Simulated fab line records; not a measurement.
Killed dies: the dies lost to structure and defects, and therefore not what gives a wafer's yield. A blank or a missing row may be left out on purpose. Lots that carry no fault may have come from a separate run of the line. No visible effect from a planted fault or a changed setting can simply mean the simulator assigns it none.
Matching of chambers || flow gf180mcu || 4 sister chambers for GF_CONTACT_CMP_27 on cmp-02
The step polishes, stops on SiO2, t overpolish 15 s, target thk 0 nm. 4 wafers are shown with their chamber, then 12 later ones without.

## WAFERS PAIRED WITH THEIR CHAMBERS
{"wafer": "L536.2", "chamber": 0, "motor current A (A)": 9.7}
{"wafer": "L536.3", "chamber": 3, "motor current A (A)": 11.1}
{"wafer": "L537.5", "chamber": 1, "motor current A (A)": 11.5}
{"wafer": "L537.6", "chamber": 2, "motor current A (A)": 11.4}

## WAFERS WITHOUT THEIR CHAMBER
{"wafer": "L538.1", "motor current A (A)": 10.2}
{"wafer": "L538.4", "motor current A (A)": 11.2}
{"wafer": "L538.5", "motor current A (A)": 10.5}
{"wafer": "L539.1", "motor current A (A)": 11.0}
{"wafer": "L539.2", "motor current A (A)": 10.3}
{"wafer": "L539.6", "motor current A (A)": 11.2}
{"wafer": "L541.2", "motor current A (A)": 11.2}
{"wafer": "L541.3", "motor current A (A)": 11.7}
{"wafer": "L541.5", "motor current A (A)": 11.4}
{"wafer": "L542.1", "motor current A (A)": 11.9}
{"wafer": "L542.3", "motor current A (A)": 11.8}
{"wafer": "L542.6", "motor current A (A)": 10.1}

## EACH ONE'S CHAMBER
{"wafer": "L538.1", "from the rows above": "can't be placed: 0 or 3", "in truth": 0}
{"wafer": "L538.4", "from the rows above": "can't be placed: 3 or 2 or 1", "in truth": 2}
{"wafer": "L538.5", "from the rows above": "can't be placed: 3 or 0 or 2 or 1", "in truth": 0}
{"wafer": "L539.1", "from the rows above": "can't be placed: 3 or 2 or 1", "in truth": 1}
{"wafer": "L539.2", "from the rows above": "can't be placed: 0 or 3 or 2 or 1", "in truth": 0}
{"wafer": "L539.6", "from the rows above": "can't be placed: 3 or 2 or 1", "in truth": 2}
{"wafer": "L541.2", "from the rows above": "can't be placed: 3 or 2 or 1", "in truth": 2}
{"wafer": "L541.3", "from the rows above": "can't be placed: 1 or 2 or 3", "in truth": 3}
{"wafer": "L541.5", "from the rows above": "can't be placed: 2 or 1 or 3", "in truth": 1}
{"wafer": "L542.1", "from the rows above": "can't be placed: 1 or 2 or 3", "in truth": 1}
{"wafer": "L542.3", "from the rows above": "can't be placed: 1 or 2 or 3", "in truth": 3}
{"wafer": "L542.6", "from the rows above": "can't be placed: 0 or 3", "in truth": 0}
Correct placement for 0 of the 12. Can't be placed from these rows: 12 (the true chamber is among the candidates in 12). Number placed wrongly: 0.
How it was worked out, from the rows above alone: a wafer's distance from a chamber is the root of the sum, over the readings, of the square of ((its reading less the chamber's mean) divided by the reading's scatter). The wafer belongs to the nearest chamber; if the next one is less than 2 further off, it can't be placed. Each chamber's mean is taken over the wafers shown for it. The scatter: with one shown wafer a chamber, the root of the mean of the squares of how far each hidden wafer lies from its nearest shown one.
